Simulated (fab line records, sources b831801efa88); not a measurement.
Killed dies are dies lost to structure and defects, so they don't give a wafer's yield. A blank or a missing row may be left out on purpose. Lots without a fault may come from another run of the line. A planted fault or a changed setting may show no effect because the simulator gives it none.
fab line records | flow sky130
record lots=13 wafers=39 last_day=49
route steps=708 shown VIA2@507 VIA4@650 METAL5@666 PAD_OPEN@708
lots that met no fault: from a run of the same line without faults
start_h: hours from the record's first day to the start of the lot's first wafer shown | wait_h: hours since the lot's step before | " the same as in the row above | L1.1+2: a row that stands for several wafers | - no value, or no start given | * or withheld: withheld | < > ~ a bound
route shown NAME@n: a module of which the file shows steps, and the number in the route of the first | usual: mean/standard deviation of fault-free wafers | same: alike in all rows | chamber/n: place in a boat | sites: the reading at each site | _std_site: their standard deviation | _edge_site: outer sites' mean less inner sites' | radius_mm: how far each site lies from the wafer's centre | mask NAME#n: copy n | behind: the tool/chamber that last shaped the wafer | hold: why the lot was held/for how many hours/how that ended | device: the transistor (n, p or np) that didn't switch | end of line: the same wafers' tests at the end of the route | a step without rows: its recipe alone | killed: dies lost to structure and defects at the first sort, not the wafer's yield | map: a wafer's dies, x killed, . not, _ none there
set.NAME: the setting as run; set.NAME@STEP: as run at that earlier step | model.NAME: the simulator's own value behind a step, which no gauge read
steps of the route over a sample of lots; a table a step, a row a wafer
services: from which hour (start_h, from the record's first day; less than 0 if before it) a tool's chamber was out of use, for how many hours, and why
## steps
# step SKY_VIA2_HDPCVD_00
# recipe material=SiO2 target_thk_nm=1180 sigma_open_frac=0.3 time_s=196.7 temp_c=400 sih4_flow_sccm=60 pressure_mtorr=6
# columns lot.wafer tool chamber start_h wait_h
L185.1+3+5 hdpcvd-02 0,1,2 826.30 0.0
L186.2+4+6 hdpcvd-02 1,0,2 835.51 0.0
L187.1+4+6 hdpcvd-01 0,0,2 842.11 0.0
L191.1+2+3 hdpcvd-01 1,2,0 862.03 0.0
L192.2+4+6 hdpcvd-01 1,2,1 875.18 0.0
L193.2+3+4 hdpcvd-02 0,1,0 878.83 0.0
L194.1+2+5 hdpcvd-01 0,1,0 888.68 0.0
L195.2+5+6 hdpcvd-01 2,2,1 902.89 0.0
L196.2+3+4 hdpcvd-02 1,2,2 907.99 0.0
L197.1+2+5 hdpcvd-01 2,0,0 915.19 0.0
L201.1+3+6 hdpcvd-01 0,2,0 943.75 0.0
L204.1+3+4 hdpcvd-01 2,0,1 964.76 0.0
L205.2+3+6 hdpcvd-01 0,2,2 966.92 0.0
# step SKY_VIA4_OVL_MEAS_11
# usual VIA4_OVL=0.9/1.4
# columns lot.wafer tool chamber start_h wait_h VIA4_OVL[nm]
L185.1 overlay-02 - 1006.95 0.1 3.2
L185.3 " - " " -0.6
L185.5 " - " " 0.8
L186.2 overlay-01 - 1014.51 0.1 3.1
L186.4 " - " " 0.5
L186.6 " - " " 1.8
L187.1 overlay-02 - 1018.85 0.1 -1.6
L187.4 " - " " -1.9
L187.6 " - " " -1.6
L191.1 overlay-02 - 1041.26 0.1 0.1
L191.2 " - " " -2.6
L191.3 " - " " -0.8
L192.2 overlay-02 - 1049.81 0.1 0.4
L192.4 " - " " 0.7
L192.6 " - " " 1.5
L193.2 overlay-01 - 1055.11 0.1 1.7
L193.3 " - " " 2.4
L193.4 " - " " 2.6
L194.1 overlay-01 - 1063.10 0.1 1.1
L194.2 " - " " -1.3
L194.5 " - " " -1.1
L195.2 overlay-01 - 1073.06 0.1 1.2
L195.5 " - " " 2.0
L195.6 " - " " -0.4
L196.2 overlay-01 - 1079.31 0.1 1.1
L196.3 " - " " 1.6
L196.4 " - " " -0.4
L197.1 overlay-01 - 1086.70 0.1 2.1
L197.2 " - " " -0.3
L197.5 " - " " 1.4
L201.1 overlay-01 - 1110.76 0.1 -0.2
L201.3 " - " " 0.9
L201.6 " - " " -0.3
L204.1 overlay-01 - 1125.41 0.1 0.6
L204.3 " - " " 2.2
L204.4 " - " " 2.4
L205.2 overlay-02 - 1129.61 0.1 1.6
L205.3 " - " " 2.3
L205.6 " - " " 1.8
# step SKY_METAL5_RS_MEAS_05
# recipe thk_meas_gauge=four-point-probe reads=TiN_of_METAL5_SPUTTER_04+Ti_of_METAL5_SPUTTER_03+AlCu_of_METAL5_SPUTTER_02+TiN_of_METAL5_SPUTTER_01+Ti_of_METAL5_SPUTTER_00
# usual METAL5_ALCU_RS=0.0270/0.00033
# columns lot.wafer tool chamber start_h wait_h METAL5_ALCU_RS[ohm/sq]
L185.1 film_metro-01 - 1008.51 0.0 0.0275
L185.3 " - " " 0.0271
L185.5 " - " " 0.0272
L186.2 film_metro-04 - 1016.23 0.0 0.0266
L186.4 " - " " 0.0270
L186.6 " - " " 0.0269
L187.1 film_metro-01 - 1020.41 0.0 0.0276
L187.4 " - " " 0.0273
L187.6 " - " " 0.0272
L191.1 film_metro-04 - 1042.85 0.0 0.0269
L191.2 " - " " 0.0271
L191.3 " - " " 0.0271
L192.2 film_metro-02 - 1051.39 0.0 0.0269
L192.4 " - " " 0.0270
L192.6 " - " " 0.0268
L193.2 film_metro-04 - 1056.68 0.0 0.0272
L193.3 " - " " 0.0274
L193.4 " - " " 0.0271
L194.1 film_metro-01 - 1064.69 0.0 0.0272
L194.2 " - " " 0.0274
L194.5 " - " " 0.0273
L195.2 film_metro-01 - 1074.64 0.0 0.0266
L195.5 " - " " 0.0266
L195.6 " - " " 0.0268
L196.2 film_metro-04 - 1080.94 0.0 0.0267
L196.3 " - " " 0.0268
L196.4 " - " " 0.0269
L197.1 film_metro-02 - 1088.76 0.0 0.0272
L197.2 " - " " 0.0274
L197.5 " - " " 0.0271
L201.1 film_metro-02 - 1112.35 0.1 0.0269
L201.3 " - " " 0.0274
L201.6 " - " " 0.0272
L204.1 film_metro-04 - 1126.97 0.0 0.0269
L204.3 " - " " 0.0269
L204.4 " - " " 0.0267
L205.2 film_metro-02 - 1131.31 0.0 0.0275
L205.3 " - " " 0.0278
L205.6 " - " " 0.0278
# step SKY_METAL5_THK_MEAS_06
# recipe thk_meas_gauge=xrf reads=AlCu_of_METAL5_SPUTTER_02
# usual METAL5_ALCU_THK=1155/16
# columns lot.wafer tool chamber start_h wait_h METAL5_ALCU_THK[nm]
L185.1 film_metro-01 - 1008.63 0.1 1135
L185.3 " - " " 1140
L185.5 " - " " 1140
L186.2 film_metro-04 - 1016.34 0.1 1154
L186.4 " - " " 1141
L186.6 " - " " 1140
L187.1 film_metro-01 - 1020.53 0.1 1124
L187.4 " - " " 1131
L187.6 " - " " 1136
L191.1 film_metro-04 - 1042.97 0.1 1156
L191.2 " - " " 1146
L191.3 " - " " 1142
L192.2 film_metro-02 - 1051.50 0.1 1173
L192.4 " - " " 1160
L192.6 " - " " 1180
L193.2 film_metro-04 - 1056.79 0.1 1138
L193.3 " - " " 1138
L193.4 " - " " 1137
L194.1 film_metro-01 - 1064.81 0.1 1144
L194.2 " - " " 1130
L194.5 " - " " 1123
L195.2 film_metro-01 - 1074.75 0.1 1160
L195.5 " - " " 1170
L195.6 " - " " 1157
L196.2 film_metro-04 - 1081.05 0.1 1162
L196.3 " - " " 1156
L196.4 " - " " 1154
L197.1 film_metro-02 - 1088.88 0.1 1157
L197.2 " - " " 1151
L197.5 " - " " 1155
L201.1 film_metro-02 - 1112.47 0.1 1168
L201.3 " - " " 1142
L201.6 " - " " 1152
L204.1 film_metro-04 - 1127.09 0.1 1151
L204.3 " - " " 1152
L204.4 " - " " 1159
L205.2 film_metro-02 - 1131.42 0.1 1145
L205.3 " - " " 1123
L205.6 " - " " 1129
# step SKY_PAD_OPEN_PROBE_99
# usual defect_limited_yield=82.5/1.9 killed_at_M0_to_M3=43/6.8 killed_at_M4_up=3.2/1.7 killed_at_contacts=24/5.7 killed_at_front_end=16/4.3 killed_at_other=0.3/0.56 killed_dies=86/9.5 killed_open=47/6.9 killed_short=39/5.8 sort_bin_3_pad_short=0.9/0.39 sort_bin_5_function=10.3/1.5 sort_bin_6_memory=6.3/1.1 sort_n_pass=406/9.5 sort_yield_pct=82.5/1.9
# same gross_dies=492 killed_at_back_side=0 sort_bin_4_leakage[%]=0 sort_bin_8_speed[%]=0
# columns lot.wafer tool chamber start_h wait_h defect_limited_yield[%] killed_at_M0_to_M3 killed_at_M4_up killed_at_contacts killed_at_front_end killed_at_other killed_dies killed_open killed_short sort_bin_3_pad_short[%] sort_bin_5_function[%] sort_bin_6_memory[%] sort_n_pass sort_yield_pct[%]
L204.1 prober-02 - 1182.62 0.1 84.3 45 3 18 10 1 77 46 30 0.8 7.1 7.7 415 84.3
L204.3 prober-02 - 1182.72 0.2 75.0 84 6 19 13 1 123 43 37 2.6 15.0 7.3 369 75.0
L204.4 prober-02 - 1182.77 0.2 85.6 37 2 19 13 0 71 37 33 0.4 9.1 4.9 421 85.6
L205.2 prober-01 - 1186.88 0.1 79.3 70 1 19 11 1 102 30 29 2.6 12.6 5.5 390 79.3
L205.3 prober-01 - 1186.93 0.2 84.6 37 3 23 13 0 76 42 34 0.6 8.9 5.9 416 84.6
L205.6 prober-01 - 1187.08 0.2 83.9 43 2 22 12 0 79 44 35 1.2 8.7 6.1 413 83.9
# killed by level:class
L204.1 VIA3:geometric_particle:open=13 VIA1:geometric_particle:open=10 LI_CONTACT:geometric_particle:open=6 VIA2:geometric_particle:short=6 CONTACT:geometric_particle:short=5 CONTACT:geometric_particle:open=5 VIA1:geometric_particle:short=4 METAL1:geometric_particle:open=3
L204.3 VIA2:unspecified=42 CONTACT:geometric_particle:open=12 METAL1:geometric_particle:short=8 VIA1:geometric_particle:open=7 VIA2:geometric_particle:open=6 VIA3:geometric_particle:open=6 VIA1:geometric_particle:short=5 POLY_GATE:geometric_particle:short=4
L204.4 VIA3:geometric_particle:open=8 VIA2:geometric_particle:open=7 VIA3:geometric_particle:short=6 POLY_GATE:geometric_particle:open=5 CONTACT:geometric_particle:open=5 LI_CONTACT:geometric_particle:open=4 CONTACT:geometric_particle:short=4 LI_CONTACT:geometric_particle:short=3
L205.2 VIA2:unspecified=43 LI_CONTACT:geometric_particle:open=6 CONTACT:geometric_particle:short=6 VIA1:geometric_particle:open=5 POLY_GATE:geometric_particle:open=4 METAL2:geometric_particle:short=4 VIA3:geometric_particle:open=4 CONTACT:geometric_particle:open=3
L205.3 VIA1:geometric_particle:open=8 VIA2:geometric_particle:open=7 LI_CONTACT:geometric_particle:open=7 METAL2:geometric_particle:short=5 CONTACT:geometric_particle:open=5 FIELD_ISO:geometric_particle:short=4 METAL1:geometric_particle:short=3 POLY_GATE:geometric_particle:short=3
L205.6 CONTACT:geometric_particle:open=8 METAL2:geometric_particle:short=8 VIA1:geometric_particle:open=6 LI_CONTACT:geometric_particle:open=6 POLY_GATE:geometric_particle:open=5 VIA1:geometric_particle:short=5 VIA2:geometric_particle:open=5 VIA3:geometric_particle:open=5
## services
# columns tool chamber start_h hours kind
hdpcvd-02 - 814.83 1.9 repair
hdpcvd-01 - 816.68 5.5 pm
hdpcvd-01 - 822.14 2.8 pm
hdpcvd-02 - 873.97 0.3 repair
hdpcvd-02 - 950.25 15.0 pm
hdpcvd-02 0 950.25 15.0 vent_cycle
hdpcvd-02 1 950.25 15.0 vent_cycle
hdpcvd-02 2 950.25 15.0 vent_cycle
hdpcvd-02 0 965.25 - clean
hdpcvd-02 1 965.25 - clean
hdpcvd-02 2 965.25 - clean
## key
first_sign step=SKY_PAD_OPEN_PROBE_99 reading=killed_at_M0_to_M3 direction=up sigmas=5 usual=43 struck=77
effect step=SKY_PAD_OPEN_PROBE_99 reading=sort_bin_3_pad_short direction=up sigmas=4.5 usual=0.9 struck=2.6
met_at SKY_VIA2_HDPCVD_00
struck_lots L204,L205
struck_wafers L204.3,L205.2
not_acting_at SKY_VIA4_OVL_MEAS_11,SKY_METAL5_RS_MEAS_05,SKY_METAL5_THK_MEAS_06
onset_between 943.75 964.76
fault kind=chamber_particle_source tool=hdpcvd-01 chamber=0 onset_h=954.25 steps=SKY_VIA2_HDPCVD_00 rate_per_visit_cm2=0.66384 end_h=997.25
